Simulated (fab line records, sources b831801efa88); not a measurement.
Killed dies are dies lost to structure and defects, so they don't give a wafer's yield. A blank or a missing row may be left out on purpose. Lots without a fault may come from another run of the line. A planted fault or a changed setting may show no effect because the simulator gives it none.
Which tool did it? | flow sky130 | 13 lots, 36 wafers sampled, at 3 steps of a route of 708

WHAT THE GAUGES READ, wafer by wafer
SKY_GATE_OXIDE_OVL_MEAS_10. Usual: GATE_OXIDE_OVL 0.3 nm, standard deviation 1.6.
lot  | measured     | on         | GATE_OXIDE_OVL (nm) | flag
L632 | day 13 23:25 | overlay-02 | -2.4 -2.5 -2.0      |
L633 | day 14 02:35 | overlay-02 | -0.4 0.2 0.9        |
L636 | day 15 06:20 | overlay-02 | 0.4 1.7 0.1         |
L637 | day 15 12:45 | overlay-02 | -1.3 -0.6 -0.1      |
L638 | day 15 19:52 | overlay-02 | -0.6 -0.2 -1.1      |
L639 | day 16 04:43 | overlay-01 | 3.5 1.6 2.5         |
L642 | day 17 02:26 | overlay-01 | -0.2 -0.2 -0.7      |
L645 | day 18 10:23 | overlay-01 | 0.8 0.7 0.0         |
L648 | day 19 06:59 | overlay-01 | 0.8 1.0             |
L650 | day 20 04:14 | overlay-01 | 0.0 0.4             |
L651 | day 20 12:25 | overlay-02 | -3.2 -2.0           |
L653 | day 21 05:11 | overlay-02 | -2.3 -1.3 -1.5      |
L654 | day 21 12:38 | overlay-02 | 2.5 1.2 1.2         |

SKY_POLY_GATE_THK_MEAS_01. Usual: POLY_GATE_CVD_00_THK 179.6 nm, standard deviation 1.7.
lot  | measured     | on            | POLY_GATE_CVD_00_THK (nm) | flag
L632 | day 14 03:11 | film_metro-02 | 179.7 179.9 180.4         |
L633 | day 14 07:04 | film_metro-01 | 176.8 175.7 176.5         |
L636 | day 15 10:02 | film_metro-02 | 178.6 177.0 177.4         |
L637 | day 15 16:26 | film_metro-02 | 178.7 178.4 177.2         |
L638 | day 16 00:59 | film_metro-03 | 177.8 177.5 177.8         |
L639 | day 16 09:22 | film_metro-01 | 179.5 179.1 179.2         |
L642 | day 17 07:31 | film_metro-03 | 181.2 180.0 180.3         |
L645 | day 18 14:04 | film_metro-03 | 178.3 177.1 176.5         |
L648 | day 19 11:02 | film_metro-03 | 179.3 180.3               |
L650 | day 20 08:57 | film_metro-03 | 179.9 178.7               |
L651 | day 20 17:17 | film_metro-03 | 181.0 181.4               |
L653 | day 21 09:01 | film_metro-03 | 180.0 179.6 180.2         |
L654 | day 21 15:54 | film_metro-01 | 183.7 183.5 182.5         |

WHICH TOOL RAN EACH LOT (tool, then ch and the chambers of the sampled wafers, then the start)
lot  | SKY_GATE_OXIDE_STRIP_13
L632 | plasma_asher-02 ch 0,1, day 13 23:43
L633 | plasma_asher-03 ch 1, day 14 02:52
L636 | plasma_asher-02 ch 0, day 15 06:38
L637 | plasma_asher-02 ch 0,1, day 15 13:02
L638 | plasma_asher-01 ch 0,1, day 15 20:08
L639 | plasma_asher-03 ch 0,1, day 16 04:59
L642 | plasma_asher-01 ch 1, day 17 02:43
L645 | plasma_asher-01 ch 0, day 18 10:41
L648 | plasma_asher-01 ch 1, day 19 07:17
L650 | plasma_asher-02 ch 0,1, day 20 04:32
L651 | plasma_asher-03 ch 0, day 20 12:43
L653 | plasma_asher-01 ch 0,1, day 21 05:28
L654 | plasma_asher-03 ch 0,1, day 21 12:56
- SKY_GATE_OXIDE_STRIP_13: strips in O2/N2.

WHAT THE TOOLS THEMSELVES READ (means of the sampled wafers that have a number; where no wafer has one, the mark that the record gives instead)
SKY_GATE_OXIDE_STRIP_13. Usual: drypump_motor_current_A 5.7 A, standard deviation 0.42; oes_product_au 0.716 a.u., standard deviation 0.0041; strip_time_to_endpoint_s 14.18 s, standard deviation 0.042.
lot  | tool            | drypump_motor_current_A (A) | oes_product_au (a.u.) | strip_time_to_endpoint_s (s) | flag
L632 | plasma_asher-02 | 5.8                         | 0.714                 | 14.18                        |
L633 | plasma_asher-03 | 5.6                         | 0.717                 | 14.19                        |
L636 | plasma_asher-02 | 6.3                         | 0.721                 | 14.15                        |
L637 | plasma_asher-02 | 5.9                         | 0.720                 | 14.17                        |
L638 | plasma_asher-01 | 5.9                         | 0.719                 | 14.22                        |
L639 | plasma_asher-03 | 5.7                         | 0.718                 | 14.12                        |
L642 | plasma_asher-01 | 6.2                         | 0.717                 | 14.12                        |
L645 | plasma_asher-01 | 5.3                         | 0.717                 | 14.18                        |
L648 | plasma_asher-01 | 6.2                         | 0.719                 | 14.23                        |
L650 | plasma_asher-02 | 5.7                         | 0.710                 | 14.21                        |
L651 | plasma_asher-03 | 5.7                         | 0.716                 | 14.19                        |
L653 | plasma_asher-01 | 5.8                         | 0.716                 | 14.21                        |
L654 | plasma_asher-03 | 5.7                         | 0.717                 | 14.17                        |

THE ANSWER, worked out from the rows above alone
Rule: a lot is off if the mean of its wafers that have a number lies more than 3 standard deviations from the usual mean. A lot without any number at a reading at which 4 lots or more have one is off too. The other lots that the step has rows for count as sound. The gauges are gone through in route order, then the tools' own readings, and for those a lot's mean is taken as printed above. The first step at which some lot is off is used, and at that step the reading that is off furthest; a lot without a number counts as furthest.
No lot is off at any reading shown: from this, nothing can be told.

WHAT THE SIMULATOR HAD PUT IN
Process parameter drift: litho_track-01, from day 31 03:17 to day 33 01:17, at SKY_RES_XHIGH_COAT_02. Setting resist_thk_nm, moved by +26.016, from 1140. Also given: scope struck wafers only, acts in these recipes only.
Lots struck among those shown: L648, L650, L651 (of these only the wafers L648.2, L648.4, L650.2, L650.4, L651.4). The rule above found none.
